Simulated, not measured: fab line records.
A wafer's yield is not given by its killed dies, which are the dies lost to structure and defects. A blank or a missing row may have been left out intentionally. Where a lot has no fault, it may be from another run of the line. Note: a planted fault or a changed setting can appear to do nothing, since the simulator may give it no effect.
Which of the tools did it?	flow sky130	12 lots, 36 wafers sampled, at 5 steps of a route of 708

## WHAT THE GAUGES SHOWED, per wafer
SKY_DNWELL_TW_MEAS_09. Usual: for DNWELL_TW the level is 1097 and the standard deviation is 7.4.
lot	measured	on	DNWELL_TW	flag
L210	day 3 09:59	filmMetro-03	1099 1099 1096	
L212	day 3 18:20	filmMetro-04	1112 1108 1102	
L214	day 4 02:44	filmMetro-03	1087 1096 1088	
L217	day 4 19:43	filmMetro-04	1098 1102 1102	
L220	day 5 09:35	filmMetro-03	1107 1101 1099	
L221	day 5 14:05	filmMetro-04	1104 1108 1104	
L226	day 6 17:44	filmMetro-04	1102 1098 1100	
L227	day 7 00:01	filmMetro-03	1085 1083 1082	
L230	day 7 16:47	filmMetro-04	1099 1103 1100	
L231	day 7 22:34	filmMetro-04	1099 1095 1096	
L232	day 8 04:13	filmMetro-03	1090 1092 1094	
L233	day 8 11:40	filmMetro-03	1095 1088 1094	

SKY_NWELL_TW_MEAS_15. Usual: for NWELL_TW the level is 1798 and the standard deviation is 8.6.
lot	measured	on	NWELL_TW	flag
L210	day 4 21:22	filmMetro-04	1809 1808 1800	
L212	day 5 04:34	filmMetro-02	1792 1788 1794	
L214	day 5 13:25	filmMetro-03	1796 1806 1792	
L217	day 6 07:49	filmMetro-04	1797 1805 1792	
L220	day 6 23:53	filmMetro-02	1791 1792 1796	
L221	day 7 04:53	filmMetro-02	1795 1793 1792	
L226	day 8 10:40	filmMetro-02	1802 1803 1799	
L227	day 8 16:38	filmMetro-02	1809 1799 1802	
L230	day 9 12:16	filmMetro-03	1786 1781 1778	
L231	day 9 16:57	filmMetro-04	1789 1785 1789	
L232	day 10 00:16	filmMetro-02	1792 1790 1797	
L233	day 10 07:52	filmMetro-02	1800 1795 1804	

SKY_VT_ADJUST_NCORE_TW_MEAS_11. Usual: for VT_ADJUST_NCORE_TW the level is 216.8 and the standard deviation is 1.8.
lot	measured	on	VT_ADJUST_NCORE_TW	flag
L210	day 8 23:19	filmMetro-03	214.4 214.5 215.2	
L212	day 9 08:47	filmMetro-01	217.9 218.2 217.1	
L214	day 9 18:44	filmMetro-02	217.8 214.1 216.7	
L217	day 10 15:16	filmMetro-03	213.4 214.3 213.5	
L220	day 11 09:35	filmMetro-01	154.3 152.9 155.4	OFF
L221	day 11 17:23	filmMetro-02	152.2 153.2 154.2	OFF
L226	day 13 05:20	filmMetro-02	217.0 218.6 218.2	
L227	day 13 13:11	filmMetro-02	217.4 218.4 217.8	
L230	day 14 12:33	filmMetro-02	217.4 219.7 218.2	
L231	day 14 16:28	filmMetro-01	218.0 219.6 219.5	
L232	day 15 02:50	filmMetro-02	217.6 218.3 218.7	
L233	day 15 10:34	filmMetro-03	213.1 214.7 213.9	

## WHAT TOOL EACH LOT RAN ON (gives the tool, then ch and the chambers of the sampled wafers, and finally the start)
lot	SKY_NWELL_STRIP_25	SKY_VT_ADJUST_NCORE_IMPLANT_09
L210	plasmaAsher-03 ch 0,1, day 5 14:54	implanter-04 ch 0, day 8 23:04
L212	plasmaAsher-03 ch 0, day 5 23:07	implanter-03 ch 0, day 9 08:33
L214	plasmaAsher-01 ch 0,1, day 6 08:16	implanter-04 ch 0, day 9 18:30
L217	plasmaAsher-01 ch 0,1, day 7 03:00	implanter-03 ch 0, day 10 15:01
L220	plasmaAsher-03 ch 0,1, day 7 18:53	implanter-04 ch 0, day 11 09:22
L221	plasmaAsher-04 ch 0,1, day 8 00:59	implanter-04 ch 0, day 11 17:10
L226	plasmaAsher-04 ch 0,1, day 9 07:58	implanter-03 ch 0, day 13 05:06
L227	plasmaAsher-01 ch 0,1, day 9 14:38	implanter-03 ch 0, day 13 12:58
L230	plasmaAsher-01 ch 1, day 10 09:48	implanter-04 ch 0, day 14 12:18
L231	plasmaAsher-04 ch 0,1, day 10 14:16	implanter-04 ch 0, day 14 16:13
L232	plasmaAsher-03 ch 0,1, day 10 22:19	implanter-04 ch 0, day 15 02:33
L233	plasmaAsher-01 ch 0,1, day 11 05:07	implanter-01 ch 0, day 15 10:19
- SKY_NWELL_STRIP_25: strips in O2/N2.
- SKY_VT_ADJUST_NCORE_IMPLANT_09

## WHAT THE TOOLS THEMSELVES READ (means of the sampled wafers that have a number; where no wafer has one, the mark that the record gives instead)
SKY_NWELL_STRIP_25. Usual: drypumpMotorCurrentA 5.9 A, standard deviation 0.61; oesProductAu 0.723 a.u., standard deviation 0.0046; stripTimeToEndpointS 36.93 s, standard deviation 0.11.
lot	tool	drypumpMotorCurrentA (A)	oesProductAu (a.u.)	stripTimeToEndpointS (s)	flag
L210	plasmaAsher-03	6.4	0.726	37.05	
L212	plasmaAsher-03	6.6	0.721	37.00	
L214	plasmaAsher-01	5.5	0.717	36.91	
L217	plasmaAsher-01	5.9	0.720	36.88	
L220	plasmaAsher-03	6.5	0.718	36.83	
L221	plasmaAsher-04	5.5	0.726	36.84	
L226	plasmaAsher-04	5.4	0.721	36.76	
L227	plasmaAsher-01	5.5	0.723	37.01	
L230	plasmaAsher-01	6.4	0.721	36.86	
L231	plasmaAsher-04	5.4	0.718	37.00	
L232	plasmaAsher-03	6.5	0.723	37.00	
L233	plasmaAsher-01	6.0	0.728	36.96	

SKY_VT_ADJUST_NCORE_IMPLANT_09. Usual: doseIonsCm2 2.3994e+12, standard deviation 2.6e+09; faradayCurrentUA 13.57, standard deviation 0.26.
lot	tool	doseIonsCm2	faradayCurrentUA	flag
L210	implanter-04	2.3983e+12	13.33	
L212	implanter-03	2.3993e+12	13.31	
L214	implanter-04	2.4016e+12	13.46	
L217	implanter-03	2.3998e+12	13.83	
L220	implanter-04	6.8037e+11	3.90	OFF
L221	implanter-04	6.8027e+11	3.84	OFF
L226	implanter-03	2.3988e+12	13.39	
L227	implanter-03	2.3981e+12	13.66	
L230	implanter-04	2.3993e+12	13.51	
L231	implanter-04	2.3998e+12	13.61	
L232	implanter-04	2.3998e+12	13.61	
L233	implanter-01	2.4024e+12	13.37	

## THE ANSWER, worked out from the rows above alone
Rule: lot off if the mean of its wafers having a number is beyond 3 standard deviations from the usual mean. Also off: a lot with no number at a reading for which 4 or more lots have one. Any other lot the step has rows for is counted as sound. After the gauges, taken in route order, come the tools' own readings; for these a lot's mean is taken, as printed above. The first step at which some lot is off is used, and at that step the reading that is off furthest; a lot without a number counts as furthest.
Off: L220, L221, seen at SKY_VT_ADJUST_NCORE_TW_MEAS_11 (VT_ADJUST_NCORE_TW).
A tool fits if, at a process step before that reading, it ran every lot that is off, and no sound lot after the first of them. Not tried: the gauges at SKY_VT_ADJUST_NCORE_TW_MEAS_11; whatever is off there is also off at SKY_VT_ADJUST_NCORE_IMPLANT_09, on other tools, and gauge error can't account for it. No candidate that was tried fits.

## WHAT THE SIMULATOR HAD PUT IN
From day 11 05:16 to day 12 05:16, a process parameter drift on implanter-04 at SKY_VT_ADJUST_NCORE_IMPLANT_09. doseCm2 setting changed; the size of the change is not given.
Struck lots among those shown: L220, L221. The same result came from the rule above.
